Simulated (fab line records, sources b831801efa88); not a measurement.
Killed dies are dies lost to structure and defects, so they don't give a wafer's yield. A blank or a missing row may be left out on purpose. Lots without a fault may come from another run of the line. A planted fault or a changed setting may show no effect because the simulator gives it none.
A struck lot beside a sound one | flow sky130 | 15 steps out of a route of 708
Sound: wafers L427.3, L427.4, L427.5. Struck: wafers L436.1, L436.6. (L436.3 of the same lot was not struck and is left out.) The cause comes at the end.
At each step with rows: each side's tool, then ch and its chambers, then its first start. Under that, the readings that differ: sound wafers | struck wafers | difference of the means | sigmas: that difference in standard deviations of wafers without a fault.
alike: readings whose means differ by less than 2 such deviations, and words and numbers that are the same on both sides. not compared: withheld readings, readings that some wafer has no value for, bounds like >300 that may hide the same value, and numbers for which the record gives no deviation and whose values overlap.
The two part at a step that has a row with sigmas, a row that says differs or no value, or rows on one side only. Numbers that don't overlap but have no deviation are shown without sigmas and don't part them. A reading that every wafer of one side lacks parts them only if that side has two wafers or more.

first, 1 step without rows for these wafers: SKY_FIELD_ISO_DEVELOP_12 (develop time 60 s).
SKY_FIELD_ISO_CD_MEAS_13: target cd 150 nm.
  sound on cd_sem-02, day 4 09:05; struck on cd_sem-01, day 6 06:39
  alike: cd_nm
SKY_FIELD_ISO_ETCH_14: etches BARC in N2/H2, stops on SiO2, time 45.9 s, target depth 60 nm.
  sound on rie_diel-03 ch 0,1, day 4 09:10; struck on rie_diel-03 ch 2,3, day 6 06:46
  alike: bias_w, drypump_motor_current_A, oes_product_au, throttle_valve_pct
  not compared: rf_hours_counter_h
SKY_FIELD_ISO_ETCH_15: etches the open film in CHF3/O2, stops on Si, target depth 180 nm, time 72 s.
  sound on rie_diel-03 ch 0,1, day 4 09:13; struck on rie_diel-03 ch 2,3, day 6 06:49
  alike: bias_w, drypump_motor_current_A, oes_product_au, throttle_valve_pct
  not compared: rf_hours_counter_h
SKY_FIELD_ISO_STRIP_16: strips in O2/N2.
  sound on plasma_asher-02 ch 0,1, day 4 09:18; struck on plasma_asher-03 ch 0,1, day 6 06:52
  alike: drypump_motor_current_A, oes_product_au, strip_time_to_endpoint_s
  not compared: rf_hours_counter_h
SKY_FIELD_ISO_ETCH_17: etches Si in HBr/Cl2/O2, target depth 342 nm, time 97.7 s.
  sound on rie_si-02 ch 0,3, day 4 09:22; struck on rie_si-01 ch 1,2, day 6 06:58
  alike: bias_w, drypump_motor_current_A, oes_product_au, throttle_valve_pct
  not compared: rf_hours_counter_h
then, 5 steps without rows for these wafers: SKY_FIELD_ISO_WET_ETCH_18 (etches Si3N4 in H3PO4, target depth 25 nm, time 286 s); SKY_FIELD_ISO_CLEAN_19 (cleans in SC1/SC2, time 150 s); SKY_FIELD_ISO_CLEAN_20 (cleans in dHF, time 20 s); SKY_FIELD_ISO_WET_ETCH_21 (etches SiO2 in dHF, target depth 20 nm, time 400 s); SKY_FIELD_ISO_OXIDATION_22 (stabilise 600 s, purge 300 s, target thk 10 nm).
SKY_FIELD_ISO_THK_MEAS_23:
  sound on film_metro-03, day 4 11:33; struck on film_metro-01, day 6 09:41
  alike: FIELD_ISO_OXIDATION_01_THK
SKY_FIELD_ISO_CVD_24: deposits SiO2, target thk 595 nm, time 99.2 s.
  sound on hdpcvd-02 ch 0,2, day 4 11:35; struck on hdpcvd-02 ch 1, day 6 09:45
  reading                | sound             | struck      | difference | sigmas
  pressure_mtorr (mTorr) | 5.993 5.999 5.985 | 4.789 4.792 | -1.202     | -99 or more
SKY_FIELD_ISO_THK_MEAS_25:
  sound on film_metro-04, day 4 11:41; struck on film_metro-04, day 6 09:49
  alike: FIELD_ISO_CVD_24_THK
-- the record jumps here: 44 days lie between the struck wafers' starts before and after (it left off in module FIELD_ISO and takes up again in module PAD_OPEN, whose first step shown is number 708 of the route) --
SKY_PAD_OPEN_PROBE_99:
  sound on prober-01, day 48 09:14; struck on prober-02, day 50 01:58
  alike: killed_at_M0_to_M3, killed_at_M4_up, killed_at_contacts, killed_at_front_end, killed_at_other, killed_dies, killed_open, killed_short

WHERE THEY PART
Only at SKY_FIELD_ISO_CVD_24, within this record. Later steps at which nothing parts them and some readings are alike: SKY_FIELD_ISO_THK_MEAS_25, SKY_PAD_OPEN_PROBE_99.

WHY: what the simulator had put in
Process parameter drift: hdpcvd-02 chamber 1, from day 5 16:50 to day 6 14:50, at SKY_FIELD_ISO_CVD_24. Setting pressure_mtorr, moved by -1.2, from 6. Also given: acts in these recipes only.
